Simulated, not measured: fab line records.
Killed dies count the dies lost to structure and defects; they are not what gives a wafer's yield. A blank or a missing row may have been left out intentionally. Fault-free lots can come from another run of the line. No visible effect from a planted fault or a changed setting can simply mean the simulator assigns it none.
fab line records -- flow sfq-line
record lots=6, wafers=17, last-day=83
route steps=325 shown M4@152 I4@163 JJ@178 M5@206
lots that met no fault: from a run of the same line without faults
start-h: the number of hours between the record's first day and the start of the first shown wafer of the lot -- wait-h: time in hours since the lot's previous step -- " as in the row above -- L1.1+2: a row that stands for several wafers -- - no value, or no start was given -- * or withheld: withheld -- < > ~ a bound
route shown NAME@n: NAME is a module with steps in the file, n the number in the route of the first one -- usual: mean and standard deviation over wafers with no fault -- same: alike in all rows -- chamber/n: place in a boat -- sites: readings site by site -- _std_site: the standard deviation of these -- _edge_site: mean of outer sites minus mean of inner sites -- radius-mm: for every site, how far away it sits from the centre of the wafer -- mask NAME#n: copy n -- behind: the most recent tool/chamber to have shaped the wafer -- hold: cause of the lot's hold/its duration in hours/its outcome -- device: the n, p or np transistor that did not switch -- end of line: tests run on the same wafers once the route is complete -- where a step has no rows: the recipe by itself -- killed: dies lost to structure and defects at the first sort, not the wafer's yield -- map: per-die view of a wafer (x killed, . not killed, _ where there is no die)
set.NAME: the setting that was run; set.NAME@STEP: the one run at that earlier step -- model.NAME: the simulator's own value behind a step, which no gauge read
lots at some steps of the route; a table a step, a row a wafer
services: the hour from which a tool's chamber was out of use, counted from the record's first day as start-h (under 0 if before that day), plus the number of hours and why
## steps
# step SFQ_TRILAYER_M4_LITHO_COAT_098
# recipe resist=BARC, spin-rpm=3000, resist-thk-nm=62
# step SFQ_TRILAYER_M4_LITHO_COAT_093
# recipe resist=KrF, spin-rpm=3000, resist-thk-nm=600
# step SFQ_TRILAYER_M4_LITHO_SOFTBAKE_097
# recipe temp-c=withheld, time-s=withheld, resist=KrF
# step SFQ_TRILAYER_M4_LITHO_EXPOSE_094
# recipe mask-id=M4, na=0.6, source-shape=conventional, sigma-outer=0.65, target-cd-nm=500, dose-mj=14.4
# step SFQ_TRILAYER_M4_LITHO_PEB_096
# recipe peb-temp-c=115, peb-time-s=60, resist=KrF
# step SFQ_TRILAYER_M4_LITHO_DEVELOP_095
# recipe time-s=60, resist=KrF
# step SFQ_M4_OVL_MEAS_926
# usual M4_OVL=-6/6.8
lot.wafer,tool,chamber,start-h,wait-h,M4_OVL[nm]
L754.1,overlay-02,-,1161.03,0.1,-11
L754.2,overlay-02,-,1161.03,0.1,-11
L754.4,overlay-02,-,1161.03,0.1,-10
L765.1,overlay-01,-,1277.29,0.1,-9
L765.5,overlay-01,-,1277.29,0.1,-10
L766.4,overlay-01,-,1290.51,0.1,-5
L766.5,overlay-01,-,1290.51,0.1,-1
L766.6,overlay-01,-,1290.51,0.1,0
L770.2,overlay-01,-,1354.10,0.1,-16
L770.3,overlay-01,-,1354.10,0.1,-20
L770.5,overlay-01,-,1354.10,0.1,-21
L773.1,overlay-01,-,1361.29,0.1,-17
L773.3,overlay-01,-,1361.29,0.1,-9
L773.5,overlay-01,-,1361.29,0.1,-14
L774.2,overlay-01,-,1363.70,0.1,-2
L774.4,overlay-01,-,1363.70,0.1,-4
L774.6,overlay-01,-,1363.70,0.1,3
# step SFQ_TRILAYER_M4_BARC_OPEN_METAL_ETCH_123
# recipe mask-material=PR, chemistry=O2, target-depth-nm=125, target=BARC, icp-w=600, bias-w=80, pressure-mtorr=10, time-s=41.7
# usual drypump-motor-current-A=5.60/0.28, oes-product-au=0.686/0.0045
lot.wafer,tool,chamber,start-h,wait-h,drypump-motor-current-A,oes-product-au,rf-hours-counter-h
L754.1,rie-metal-02,1,1161.07,0.0,5.92,0.689,18
L754.2,rie-metal-02,0,1161.07,0.0,5.64,0.688,1
L754.4,rie-metal-02,0,1161.07,0.0,5.63,0.687,-
L765.1,rie-metal-02,0,1277.33,0.0,5.63,0.678,21
L765.5,rie-metal-02,0,1277.33,0.0,5.62,0.680,-
L766.4,rie-metal-02,0,1290.55,0.0,5.64,0.686,-
L766.5,rie-metal-02,1,1290.55,0.0,5.89,0.690,-
L766.6,rie-metal-02,0,1290.55,0.0,5.64,0.691,-
L770.2,rie-metal-02,1,1354.13,0.0,5.89,0.685,53
L770.3,rie-metal-02,0,1354.13,0.0,5.65,0.686,-
L770.5,rie-metal-02,0,1354.13,0.0,5.64,0.685,-
L773.1,rie-metal-04,0,1361.33,0.0,5.52,0.685,33
L773.3,rie-metal-04,1,1361.33,0.0,5.18,0.687,-
L773.5,rie-metal-04,0,1361.33,0.0,5.50,0.692,-
L774.2,rie-metal-02,1,1363.75,0.0,5.89,0.686,-
L774.4,rie-metal-02,1,1363.75,0.0,5.89,0.683,-
L774.6,rie-metal-02,1,1363.75,0.0,5.88,0.684,-
# step SFQ_TRILAYER_M4_ETCH_METAL_ETCH_096
# recipe target=Nb, stop-on=SiO2, mask-material=PR, chemistry=Cl2/Ar, target-depth-nm=240, icp-w=600, bias-w=80, pressure-mtorr=10, time-s=120
# step SFQ_TRILAYER_M4_STRIP_STRIP_097
# recipe gas=O2, power-w=200, platen-temp-c=40, overash-fraction=0.65, chemistry=O2, pressure-mtorr=50
# step SFQ_TRILAYER_M4_STRIP_SOLV_CLEAN_098
# recipe chemistry=NMP, temp-c=70, time-s=600
# step SFQ_TRILAYER_I4_DEP_PECVD_099
# recipe material=SiO2, temp-c=150, time-s=111.11, pressure-torr=2.4, rf-w=183.3, precursor=SiH4/N2O, target-thk-nm=500
# usual heater-power-w=82/17, showerhead-vpp-V=839/31, susceptor-temp-C=150.00/0.15, throttle-valve-pct=24.7/1.9
lot.wafer,tool,chamber,start-h,wait-h,heater-power-w,showerhead-vpp-V,susceptor-temp-C,throttle-valve-pct
L754.1,pecvd-01,2,1162.04,0.0,67,818,150.03,24.7
L754.2,pecvd-01,1,1162.04,0.0,121,832,149.79,26.6
L754.4,pecvd-01,0,1162.04,0.0,67,799,150.09,25.2
L765.1,pecvd-03,0,1278.29,0.0,108,840,149.90,24.9
L765.5,pecvd-03,2,1278.29,0.0,76,831,150.03,22.8
L766.4,pecvd-02,0,1291.53,0.0,79,873,150.28,23.3
L766.5,pecvd-02,2,1291.53,0.0,62,814,149.84,23.4
L766.6,pecvd-02,1,1291.53,0.0,96,870,149.73,22.0
L770.2,pecvd-01,2,1355.09,0.0,63,836,149.96,25.3
L770.3,pecvd-01,0,1355.09,0.0,69,792,149.88,26.1
L770.5,pecvd-01,2,1355.09,0.0,67,827,150.15,25.4
L773.1,pecvd-01,1,1362.29,0.0,111,828,149.75,27.7
L773.3,pecvd-01,0,1362.29,0.0,61,798,150.01,25.8
L773.5,pecvd-01,0,1362.29,0.0,65,787,149.94,25.7
L774.2,pecvd-01,1,1365.48,0.0,104,832,149.86,27.7
L774.4,pecvd-01,2,1365.48,0.0,77,829,149.83,25.5
L774.6,pecvd-01,1,1365.48,0.0,108,834,150.02,27.9
# step SFQ_TRILAYER_I4_CMP_CMP_100
# recipe material=SiO2, down-force-psi=3, platen-rpm=60, pad-velocity-m-s=0.94248
# usual motor-current-A=9.5/0.87, platen-rpm=59.99/0.037, time-to-endpoint-s=214/9
lot.wafer,tool,chamber,start-h,wait-h,motor-current-A,platen-rpm,time-to-endpoint-s,model.SiO2_of_TRILAYER_I4_DEP_PECVD_099.thk-nm
L754.4,cmp-01,2,1162.62,0.5,9.4,60.05,208,199
L754.1,cmp-01,3,1162.62,0.5,11.1,60.04,213,201.4
L754.2,cmp-01,0,1162.62,0.5,9.4,60.05,205,200.5
L765.1,cmp-02,0,1286.02,7.7,8.5,59.95,202,200.9
L765.5,cmp-02,0,1288.02,9.7,9.0,60.03,217,220.3
L766.4,cmp-02,1,1301.52,10.0,9.8,59.99,223,197.6
L766.6,cmp-02,0,1303.02,11.5,8.9,60.01,224,199.1
L766.5,cmp-02,1,1303.02,11.5,10.7,60.00,207,218.9
L770.2,cmp-01,2,1382.70,27.6,10.0,60.01,205,199.1
L770.3,cmp-01,3,1382.70,27.6,10.9,60.04,205,200.7
L770.5,cmp-01,1,1384.20,29.0,8.1,60.04,208,198.9
L773.1,cmp-02,0,1394.89,32.6,8.5,59.97,210,200.5
L773.3,cmp-02,1,1394.89,32.6,9.9,60.03,209,198.4
L773.5,cmp-02,3,1396.39,34.0,10.2,59.97,198,198.2
L774.2,cmp-01,2,1401.20,35.7,9.7,60.08,200,198.9
L774.4,cmp-01,3,1401.20,35.7,11.4,59.93,215,199.4
L774.6,cmp-01,0,1401.20,35.7,9.8,60.01,209,198.9
# step SFQ_I4_BOW_MEAS_927
# recipe mode=bow
# usual I4_BOW=6/11
lot.wafer,tool,chamber,start-h,wait-h,I4_BOW[um]
L754.1,film-metro-04,-,1165.12,1.5,4
L754.2,film-metro-04,-,1165.12,1.5,13
L754.4,film-metro-04,-,1165.12,1.5,8
L765.1,film-metro-04,-,1289.02,2.5,12
L765.5,film-metro-04,-,1289.02,2.5,20
L766.4,film-metro-03,-,1304.08,2.1,0
L766.5,film-metro-03,-,1304.08,2.1,12
L766.6,film-metro-03,-,1304.08,2.1,13
L770.2,film-metro-03,-,1385.22,2.0,30
L770.3,film-metro-03,-,1385.22,2.0,29
L770.5,film-metro-03,-,1385.22,2.0,28
L773.1,film-metro-01,-,1397.39,2.0,2
L773.3,film-metro-01,-,1397.39,2.0,-3
L773.5,film-metro-01,-,1397.39,2.0,-10
L774.2,film-metro-04,-,1403.22,1.5,8
L774.4,film-metro-04,-,1403.22,1.5,4
L774.6,film-metro-04,-,1403.22,1.5,10
# step SFQ_TRILAYER_I4_METRO_MEASURE_101
# usual thk-nm=199.8/1.2
lot.wafer,tool,chamber,start-h,wait-h,thk-nm
L754.1,film-metro-04,-,1165.24,0.1,201.4
L754.2,film-metro-04,-,1165.24,0.1,200.7
L754.4,film-metro-04,-,1165.24,0.1,198.8
L765.1,film-metro-04,-,1289.14,0.1,201.1
L765.5,film-metro-04,-,1289.14,0.1,220.3
L766.4,film-metro-03,-,1304.74,0.6,197.5
L766.5,film-metro-03,-,1304.74,0.6,218.7
L766.6,film-metro-03,-,1304.74,0.6,199.0
L770.2,film-metro-03,-,1385.52,0.3,199.3
L770.3,film-metro-03,-,1385.52,0.3,200.5
L770.5,film-metro-03,-,1385.52,0.3,198.8
L773.1,film-metro-01,-,1397.51,0.1,200.3
L773.3,film-metro-01,-,1397.51,0.1,198.2
L773.5,film-metro-01,-,1397.51,0.1,198.2
L774.2,film-metro-04,-,1403.52,0.3,198.9
L774.4,film-metro-04,-,1403.52,0.3,199.5
L774.6,film-metro-04,-,1403.52,0.3,199.1
# step SFQ_TRILAYER_I4_VIA_LITHO_COAT_108
# recipe resist=BARC, spin-rpm=3000, resist-thk-nm=62
# step SFQ_TRILAYER_I4_VIA_LITHO_COAT_103
# recipe resist=KrF, spin-rpm=3000, resist-thk-nm=650
# step SFQ_TRILAYER_I4_VIA_LITHO_SOFTBAKE_107
# recipe temp-c=withheld, time-s=withheld, resist=KrF
# step SFQ_TRILAYER_I4_VIA_LITHO_EXPOSE_104
# recipe mask-id=I4, na=0.6, source-shape=conventional, sigma-outer=0.65, target-cd-nm=700, dose-mj=21.3
# step SFQ_TRILAYER_I4_VIA_LITHO_PEB_106
# recipe peb-temp-c=115, peb-time-s=60, resist=KrF
# step SFQ_TRILAYER_I4_VIA_LITHO_DEVELOP_105
# recipe time-s=60, resist=KrF
# step SFQ_I4_OVL_MEAS_928
# usual I4_OVL=5/4.6
lot.wafer,tool,chamber,start-h,wait-h,I4_OVL[nm]
L754.1,overlay-01,-,1168.69,0.1,5
L754.2,overlay-01,-,1168.69,0.1,7
L754.4,overlay-01,-,1168.69,0.1,3
L765.1,overlay-02,-,1390.99,0.1,6
L765.5,overlay-02,-,1390.99,0.1,7
L766.4,overlay-01,-,1398.21,0.1,9
L766.5,overlay-01,-,1398.21,0.1,4
L766.6,overlay-01,-,1398.21,0.1,2
L770.2,overlay-01,-,1473.48,0.1,5
L770.3,overlay-01,-,1473.48,0.1,5
L770.5,overlay-01,-,1473.48,0.1,1
L773.1,overlay-01,-,1491.48,0.1,4
L773.3,overlay-01,-,1491.48,0.1,5
L773.5,overlay-01,-,1491.48,0.1,6
L774.2,overlay-02,-,1502.25,0.1,10
L774.4,overlay-02,-,1502.25,0.1,6
L774.6,overlay-02,-,1502.25,0.1,7
# step SFQ_TRILAYER_I4_VIA_BARC_OPEN_VIA_ETCH_146
# recipe mask-material=PR, chemistry=O2, target-depth-nm=125, target=BARC, source-w=500, bias-w=80, pressure-mtorr=30, time-s=41.7
# step SFQ_TRILAYER_I4_VIA_ETCH_VIA_ETCH_106
# recipe target=SiO2, stop-on=Nb, mask-material=PR, taper-deg=20, chemistry=CHF3, target-depth-nm=260, source-w=500, bias-w=80, pressure-mtorr=30, time-s=withheld
# usual drypump-motor-current-A=5.7/0.53, oes-product-au=0.854/0.0052
lot.wafer,tool,chamber,start-h,wait-h,drypump-motor-current-A,oes-product-au,model.etch.depth-nm,model.I4.feature-depth-nm
L754.1,rie-diel-04,2,1168.77,0.0,6.1,0.860,201.4,201.4
L754.2,rie-diel-04,1,1168.77,0.0,6.0,0.861,200.5,200.5
L754.4,rie-diel-04,3,1168.77,0.0,5.6,0.853,199,199
L765.1,rie-diel-02,3,1391.06,0.0,6.0,0.855,200.9,200.9
L765.5,rie-diel-02,3,1391.06,0.0,6.1,0.912,220.3,220.3
L766.4,rie-diel-04,2,1398.26,0.0,6.0,0.850,197.6,197.6
L766.5,rie-diel-04,3,1398.26,0.0,5.6,0.904,218.9,218.9
L766.6,rie-diel-04,2,1398.26,0.0,6.0,0.839,199.1,199.1
L770.2,rie-diel-03,0,1473.55,0.0,5.3,0.851,199.1,199.1
L770.3,rie-diel-03,2,1473.55,0.0,5.7,0.860,200.7,200.7
L770.5,rie-diel-03,3,1473.55,0.0,5.2,0.854,198.9,198.9
L773.1,rie-diel-03,0,1491.55,0.0,5.3,0.850,200.5,200.5
L773.3,rie-diel-03,1,1491.55,0.0,6.7,0.853,198.4,198.4
L773.5,rie-diel-03,1,1491.55,0.0,6.7,0.849,198.2,198.2
L774.2,rie-diel-03,0,1502.32,0.0,5.3,0.847,198.9,198.9
L774.4,rie-diel-03,2,1502.32,0.0,5.7,0.851,199.4,199.4
L774.6,rie-diel-03,0,1502.32,0.0,5.3,0.852,198.9,198.9
# step SFQ_TRILAYER_I4_VIA_STRIP_STRIP_107
# recipe gas=O2, power-w=200, platen-temp-c=40, overash-fraction=0.65, chemistry=O2, pressure-mtorr=50
# step SFQ_TRILAYER_I4_VIA_STRIP_SOLV_CLEAN_108
# recipe chemistry=NMP, temp-c=70, time-s=600
# step SFQ_TRILAYER_JJ_TRILAYER_DEP_PRE_CLEAN_113
# recipe gas=Ar, time-s=22.5, bias-v=250
# step SFQ_TRILAYER_JJ_TRILAYER_DEP_SPUTTER_109
# recipe material=Nb, base-pressure-pa=1.33e-06, chamber-pressure-pa=0.1333, substrate-temp-c=20, target-thk-nm=150, power-w=2000, time-s=100
# step SFQ_TRILAYER_JJ_TRILAYER_DEP_SPUTTER_110
# recipe material=Al, base-pressure-pa=1.33e-06, target-thk-nm=8, power-w=500, time-s=10, chamber-pressure-pa=0.4
# usual throttle-valve-pct=29.8/1.4
lot.wafer,tool,chamber,start-h,wait-h,throttle-valve-pct
L754.1,pvd-sputter-04,-,1170.39,0.0,31.3
L754.2,pvd-sputter-04,-,1170.39,0.0,28.3
L754.4,pvd-sputter-04,-,1170.39,0.0,30.7
L765.1,pvd-sputter-04,-,1392.65,0.0,30.5
L765.5,pvd-sputter-04,-,1392.65,0.0,28.2
L766.4,pvd-sputter-03,-,1399.25,0.0,28.9
L766.5,pvd-sputter-03,-,1399.25,0.0,31.7
L766.6,pvd-sputter-03,-,1399.25,0.0,29.0
L770.2,pvd-sputter-04,-,1474.54,0.0,28.1
L770.3,pvd-sputter-04,-,1474.54,0.0,30.7
L770.5,pvd-sputter-04,-,1474.54,0.0,30.9
L773.1,pvd-sputter-03,-,1492.54,0.0,28.2
L773.3,pvd-sputter-03,-,1492.54,0.0,31.6
L773.5,pvd-sputter-03,-,1492.54,0.0,28.3
L774.2,pvd-sputter-04,-,1503.31,0.0,31.3
L774.4,pvd-sputter-04,-,1503.31,0.0,27.9
L774.6,pvd-sputter-04,-,1503.31,0.0,30.5
# step SFQ_TRILAYER_JJ_TRILAYER_DEP_AL_OXIDATION_111
# recipe pressure-mbar=0.014667, oxidation-time-s=600, temperature-k=293
# step SFQ_TRILAYER_JJ_TRILAYER_DEP_SPUTTER_112
# recipe material=Nb, base-pressure-pa=1.33e-06, chamber-pressure-pa=0.1333, substrate-temp-c=20, target-thk-nm=170, power-w=2000, time-s=113.3
# usual throttle-valve-pct=29.8/1.5
lot.wafer,tool,chamber,start-h,wait-h,throttle-valve-pct
L754.1,pvd-sputter-04,-,1171.41,0.5,31.2
L754.2,pvd-sputter-04,-,1171.41,0.5,28.3
L754.4,pvd-sputter-04,-,1171.41,0.5,31.1
L765.1,pvd-sputter-04,-,1393.68,0.5,30.7
L765.5,pvd-sputter-04,-,1393.68,0.5,28.1
L766.4,pvd-sputter-03,-,1400.28,0.5,29.1
L766.5,pvd-sputter-03,-,1400.28,0.5,31.9
L766.6,pvd-sputter-03,-,1400.28,0.5,28.7
L770.2,pvd-sputter-04,-,1475.56,0.5,27.9
L770.3,pvd-sputter-04,-,1475.56,0.5,30.8
L770.5,pvd-sputter-04,-,1475.56,0.5,30.7
L773.1,pvd-sputter-03,-,1493.56,0.5,28.4
L773.3,pvd-sputter-03,-,1493.56,0.5,31.4
L773.5,pvd-sputter-03,-,1493.56,0.5,28.3
L774.2,pvd-sputter-04,-,1504.33,0.5,31.3
L774.4,pvd-sputter-04,-,1504.33,0.5,28.2
L774.6,pvd-sputter-04,-,1504.33,0.5,30.6
# step SFQ_JJ_RS_MEAS_929
# recipe thk-meas-gauge=four-point-probe, reads=Nb_of_TRILAYER_JJ_TRILAYER_DEP_SPUTTER_112
# usual JJ_NB_RS=1.051/0.012
lot.wafer,tool,chamber,start-h,wait-h,JJ_NB_RS[ohm/sq]
L754.1,film-metro-02,-,1171.49,0.0,1.062
L754.2,film-metro-02,-,1171.49,0.0,1.063
L754.4,film-metro-02,-,1171.49,0.0,1.051
L765.1,film-metro-02,-,1393.76,0.0,1.065
L765.5,film-metro-02,-,1393.76,0.0,1.055
L766.4,film-metro-03,-,1400.42,0.1,1.036
L766.5,film-metro-03,-,1400.42,0.1,1.037
L766.6,film-metro-03,-,1400.42,0.1,1.039
L770.2,film-metro-02,-,1475.66,0.1,1.045
L770.3,film-metro-02,-,1475.66,0.1,1.054
L770.5,film-metro-02,-,1475.66,0.1,1.054
L773.1,film-metro-02,-,1493.64,0.0,1.064
L773.3,film-metro-02,-,1493.64,0.0,1.056
L773.5,film-metro-02,-,1493.64,0.0,1.050
L774.2,film-metro-03,-,1504.43,0.1,1.063
L774.4,film-metro-03,-,1504.43,0.1,1.064
L774.6,film-metro-03,-,1504.43,0.1,1.064
# step SFQ_TRILAYER_JJ_CE_LITHO_COAT_119
# recipe resist=BARC, spin-rpm=3000, resist-thk-nm=62
# step SFQ_TRILAYER_JJ_CE_LITHO_COAT_114
# recipe resist=KrF, spin-rpm=3000, resist-thk-nm=600
# step SFQ_TRILAYER_JJ_CE_LITHO_SOFTBAKE_118
# recipe temp-c=withheld, time-s=withheld, resist=KrF
# step SFQ_TRILAYER_JJ_CE_LITHO_EXPOSE_115
# recipe mask-id=J5, na=0.6, source-shape=conventional, sigma-outer=0.65, target-cd-nm=700, dose-mj=14.4
# step SFQ_TRILAYER_JJ_CE_LITHO_PEB_117
# recipe peb-temp-c=115, peb-time-s=60, resist=KrF
# step SFQ_TRILAYER_JJ_CE_LITHO_DEVELOP_116
# recipe time-s=60, resist=KrF
# step SFQ_JJ_OVL_MEAS_931
# usual J5_OVL=1/4.7
lot.wafer,tool,chamber,start-h,wait-h,J5_OVL[nm]
L754.1,overlay-01,-,1301.29,0.1,-1
L754.2,overlay-01,-,1301.29,0.1,2
L754.4,overlay-01,-,1301.29,0.1,-1
L765.1,overlay-01,-,1485.48,0.1,-2
L765.5,overlay-01,-,1485.48,0.1,-3
L766.4,overlay-01,-,1495.09,0.1,2
L766.5,overlay-01,-,1495.09,0.1,1
L766.6,overlay-01,-,1495.09,0.1,1
L770.2,overlay-02,-,1577.33,0.1,-2
L770.3,overlay-02,-,1577.33,0.1,-9
L770.5,overlay-02,-,1577.33,0.1,-9
L773.1,overlay-01,-,1599.35,0.1,1
L773.3,overlay-01,-,1599.35,0.1,2
L773.5,overlay-01,-,1599.35,0.1,-5
L774.2,overlay-01,-,1604.15,0.1,-2
L774.4,overlay-01,-,1604.15,0.1,5
L774.6,overlay-01,-,1604.15,0.1,5
# step SFQ_TRILAYER_JJ_CE_METRO_MEASURE_117
# usual cd-nm=700.2/1.5
lot.wafer,tool,chamber,start-h,wait-h,cd-nm
L754.1,cd-sem-01,-,1301.33,0.0,698.9
L754.2,cd-sem-01,-,1301.33,0.0,699.2
L754.4,cd-sem-01,-,1301.33,0.0,698.1
L765.1,cd-sem-02,-,1485.51,0.0,702.9
L765.5,cd-sem-02,-,1485.51,0.0,702.2
L766.4,cd-sem-01,-,1495.71,0.6,701.4
L766.5,cd-sem-01,-,1495.71,0.6,701.2
L766.6,cd-sem-01,-,1495.71,0.6,700.3
L770.2,cd-sem-01,-,1577.56,0.2,701.8
L770.3,cd-sem-01,-,1577.56,0.2,701.5
L770.5,cd-sem-01,-,1577.56,0.2,700.2
L773.1,cd-sem-02,-,1599.38,0.0,705.6
L773.3,cd-sem-02,-,1599.38,0.0,704.7
L773.5,cd-sem-02,-,1599.38,0.0,702.6
L774.2,cd-sem-01,-,1604.38,0.2,698.8
L774.4,cd-sem-01,-,1604.38,0.2,699.7
L774.6,cd-sem-01,-,1604.38,0.2,698.9
# step SFQ_TRILAYER_JJ_CE_BARC_OPEN_RIE_150
# recipe mask-material=PR, chemistry=O2, target-depth-nm=240, target=BARC, icp-w=600, bias-w=80, pressure-mtorr=10, time-s=80
# step SFQ_TRILAYER_M5_ETCH_METAL_ETCH_126
# recipe target=Nb, stop-on=SiO2, mask-material=PR, over-etch-frac=0.15, time-s=203.2, chemistry=Cl2/BCl3, target-depth-nm=265, icp-w=600, bias-w=80, pressure-mtorr=10
# usual drypump-motor-current-A=5.5/0.37, oes-product-au=0.729/0.0065
lot.wafer,tool,chamber,start-h,wait-h,drypump-motor-current-A,oes-product-au,rf-hours-counter-h,model.SiO2_of_TRILAYER_I4_DEP_PECVD_099.thk-nm
L754.1,rie-metal-03,0,1311.88,0.0,5.0,0.736,24,181.2
L754.2,rie-metal-03,1,1311.88,0.0,5.7,0.737,7,181
L754.4,rie-metal-03,0,1311.88,0.0,5.0,0.731,-,178.8
L765.1,rie-metal-01,0,1495.14,0.0,5.3,0.728,124,181.5
L765.5,rie-metal-01,0,1495.14,0.0,5.3,0.732,-,200.8
L766.4,rie-metal-02,1,1512.72,0.1,5.9,0.731,-,178.1
L766.5,rie-metal-02,0,1512.72,0.1,5.6,0.734,-,199.1
L766.6,rie-metal-02,1,1512.72,0.1,5.9,0.724,-,179.6
L770.2,rie-metal-03,0,1656.47,0.0,5.0,0.735,78,178.9
L770.3,rie-metal-03,1,1656.47,0.0,5.7,0.735,-,181.3
L770.5,rie-metal-03,1,1656.47,0.0,5.7,0.744,-,179.6
L773.1,rie-metal-01,0,1684.12,0.0,5.3,0.731,16,181.1
L773.3,rie-metal-01,1,1684.12,0.0,6.1,0.729,-,178.7
L773.5,rie-metal-01,1,1684.12,0.0,6.1,0.735,-,178.5
L774.2,rie-metal-01,1,1691.78,0.0,6.1,0.728,67,179.3
L774.4,rie-metal-01,0,1691.78,0.0,5.4,0.733,-,180.1
L774.6,rie-metal-01,0,1691.78,0.0,5.3,0.731,-,179.6
## services
tool,chamber,start-h,hours,kind
rie-metal-02,1,1166.96,2.4,repair
cd-sem-01,-,1193.15,0.6,pm
pecvd-01,0,1242.84,3.8,repair
pecvd-01,1,1243.39,10.2,repair
rie-metal-02,0,1245.67,2.5,repair
cd-sem-01,-,1248.96,3.5,repair
cd-sem-01,-,1271.51,1.6,pm
cd-sem-01,-,1286.51,2.2,pm
pecvd-01,-,1291.60,1.2,repair
cd-sem-01,-,1304.63,0.9,pm
pecvd-01,0,1323.81,8.0,repair
rie-metal-02,-,1324.52,1.4,pm
rie-metal-02,0,1361.30,8.1,repair
cd-sem-01,-,1377.15,3.5,pm
pvd-sputter-04,-,1379.86,0.6,repair
pecvd-01,-,1386.83,2.8,pm
pvd-sputter-04,-,1406.95,2.3,repair
pvd-sputter-04,-,1425.00,1.3,repair
pvd-sputter-03,-,1441.77,6.0,repair
cd-sem-01,-,1456.50,2.7,repair
cd-sem-01,-,1470.51,1.2,pm
rie-metal-02,1,1487.13,19.3,repair
rie-metal-02,-,1626.85,2.8,pm
pvd-sputter-04,-,1690.12,1.2,repair
## key
first-sign step=SFQ_TRILAYER_I4_METRO_MEASURE_101, reading=thk-nm, direction=up, sigmas=16, usual=199.8, struck=219.5
effect step=SFQ_TRILAYER_I4_VIA_ETCH_VIA_ETCH_106, reading=oes-product-au, direction=up, sigmas=10, usual=0.854, struck=0.908
model-effect step=SFQ_TRILAYER_I4_CMP_CMP_100, value=SiO2_of_TRILAYER_I4_DEP_PECVD_099.thk-nm, without=199.6, struck=219.6
model-effect step=SFQ_TRILAYER_I4_VIA_ETCH_VIA_ETCH_106, value=etch.depth-nm, without=199.6, struck=219.6
model-effect step=SFQ_TRILAYER_M5_ETCH_METAL_ETCH_126, value=SiO2_of_TRILAYER_I4_DEP_PECVD_099.thk-nm, without=180, struck=200
met-at SFQ_TRILAYER_I4_CMP_CMP_100
struck-wafers L765.5,L766.5
fault kind=process-parameter-drift, tool=cmp-02, chamber=-, onset-h=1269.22, steps=SFQ_TRILAYER_I4_CMP_CMP_100, channel=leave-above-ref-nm, offset=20, shape=step, end-h=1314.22, scope=struck-wafers-only, acts-in=these-recipes-only, stated=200
